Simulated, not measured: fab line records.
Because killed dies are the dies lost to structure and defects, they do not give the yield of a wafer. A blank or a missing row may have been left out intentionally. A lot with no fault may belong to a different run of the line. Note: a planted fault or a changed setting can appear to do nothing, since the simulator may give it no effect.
Struck lot and sound lot, side by side || flow sky130 || 26 steps out of a route of 708
Sound: wafers L337.3, L337.5, L337.6. The struck wafers were L345.3, L345.4, L345.5. The cause is given at the end.
At each step with rows: each side's tool, then ch and its chambers, then its first start. Under that, the readings that differ: sound wafers || struck wafers || difference of the means || sigmas: that difference in standard deviations of wafers without a fault.
alike: words and numbers the same on both sides, and readings whose means are apart by under 2 such deviations; not compared: readings that were withheld, readings missing a value for some wafer, numbers with overlapping values and no deviation given by the record, and bounds like >300 which may hide the same value.
The two part at a step that has a row with sigmas, a row that says differs or no value, or rows on one side only. Numbers that have no deviation but don't overlap get no sigmas and don't part them. A reading missing from all wafers of one side parts the sides only when that side holds two or more wafers.

first, 10 steps without rows for these wafers: SKY_LOCAL_INTERCONNECT_SOFTBAKE_07 (time 90 s); SKY_LOCAL_INTERCONNECT_EXPOSE_08 (exposes mask LI1M, target cd 170 nm); SKY_LOCAL_INTERCONNECT_PEB_09; SKY_LOCAL_INTERCONNECT_DEVELOP_10 (develop time 60 s); SKY_LOCAL_INTERCONNECT_ETCH_13 (etches BARC in N2/H2, stops on SiO2, time 45.9 s, target depth 60 nm); SKY_LOCAL_INTERCONNECT_METAL_ETCH_14 (etches TiN in Cl2/BCl3, stops on PSG, target depth 110 nm, time 31.4 s); SKY_LOCAL_INTERCONNECT_STRIP_15 (strips in O2/N2); SKY_LOCAL_INTERCONNECT_STRIP_16 (strips in post etch residue remover, time 1200 s); SKY_LOCAL_INTERCONNECT_CLEAN_17 (cleans in IPA, time 180 s); SKY_LOCAL_INTERCONNECT_CLEAN_18 (cleans in O3/DIW).
SKY_CONTACT_CVD_00: deposits Si3N4, target thk 75 nm.
  sound on pecvd-02 ch 0,1, day 32 06:59; struck on pecvd-03 ch 1,2, day 35 15:23
  no value came back on the struck wafers for heater power outer w (W), heater power w (W), rf fwd power W (W); on the sound wafers heater power outer w (W) reads 498 492 449
then, 12 steps without rows for these wafers: SKY_CONTACT_HDPCVD_02 (deposits SiO2, target thk 565 nm, time 94.2 s); SKY_CONTACT_CMP_04 (polishes SiO2); SKY_CONTACT_DEHYDRATE_06 (time 60 s); SKY_CONTACT_HMDS_07 (prime time 60 s); SKY_CONTACT_COAT_08 (resist thk 60 nm); SKY_CONTACT_COAT_09 (resist thk 450 nm); SKY_CONTACT_SOFTBAKE_10 (time 90 s); SKY_CONTACT_EXPOSE_11 (exposes mask CTM1, target cd 170 nm); SKY_CONTACT_PEB_12; SKY_CONTACT_DEVELOP_13 (develop time 60 s); SKY_CONTACT_ETCH_16 (etches BARC in N2/H2, stops on SiO2, time 45.9 s, target depth 60 nm); SKY_CONTACT_ETCH_17 (etches SiO2 in C4F8/O2/Ar, stops on Si3N4, target depth 340 nm).
SKY_CONTACT_ETCH_18: etches Si3N4 in CHF3/O2, stops on TiN, time 39 s, target depth 75 nm.
  sound: rie diel-03 ch 1,2; struck: rie diel-03 ch 1,2,3
{"reading": "oes product au (a.u.)", "sound": "0.836 0.849 0.847", "struck": "0.378 0.380 0.369", "difference": -0.468, "sigmas": -57}
{"reading": "throttle valve pct (%)", "sound": "8.797 8.786 8.782", "struck": "8.660 8.678 8.667", "difference": -0.120, "sigmas": -15}
{"reading": "model.etch.depth nm (nm)", "sound": "72.72 74.13 74.74", "struck": "0 0 0", "difference": -74, "sigmas": ""}
  alike: drypump motor current A, rf fwd power W
  not compared: rf hours counter h
then, 1 step without rows for these wafers: SKY_CONTACT_STRIP_19 (strips in O2/N2).
-- the record jumps here: 14 days lie between the struck wafers' starts before and after (it left off in module CONTACT and takes up again in module PAD_OPEN, whose first step shown is number 708 of the route) --
SKY_PAD_OPEN_PROBE_99:
  sound on prober-01, day 47 05:19; struck on prober-02, day 49 12:56
{"reading": "killed_at_M4_up", "sound": "1 1 0", "struck": "3 7 4", "difference": "+4", "sigmas": "+2"}
{"reading": "killed at contacts", "sound": "27 26 27", "struck": "431 437 426", "difference": "+405", "sigmas": "+78"}
{"reading": "killed dies", "sound": "94 69 86", "struck": "492 492 492", "difference": "+409", "sigmas": "+45"}
{"reading": "killed on rim", "sound": "19 14 12", "struck": "96 96 96", "difference": "+81", "sigmas": "+22"}
  alike: killed_at_M0_to_M3, killed at front end, killed at other, killed open, killed short

WHERE THEY PART
First at SKY_CONTACT_CVD_00; last, within this record, at SKY_PAD_OPEN_PROBE_99.

WHY: what had been put in by the simulator
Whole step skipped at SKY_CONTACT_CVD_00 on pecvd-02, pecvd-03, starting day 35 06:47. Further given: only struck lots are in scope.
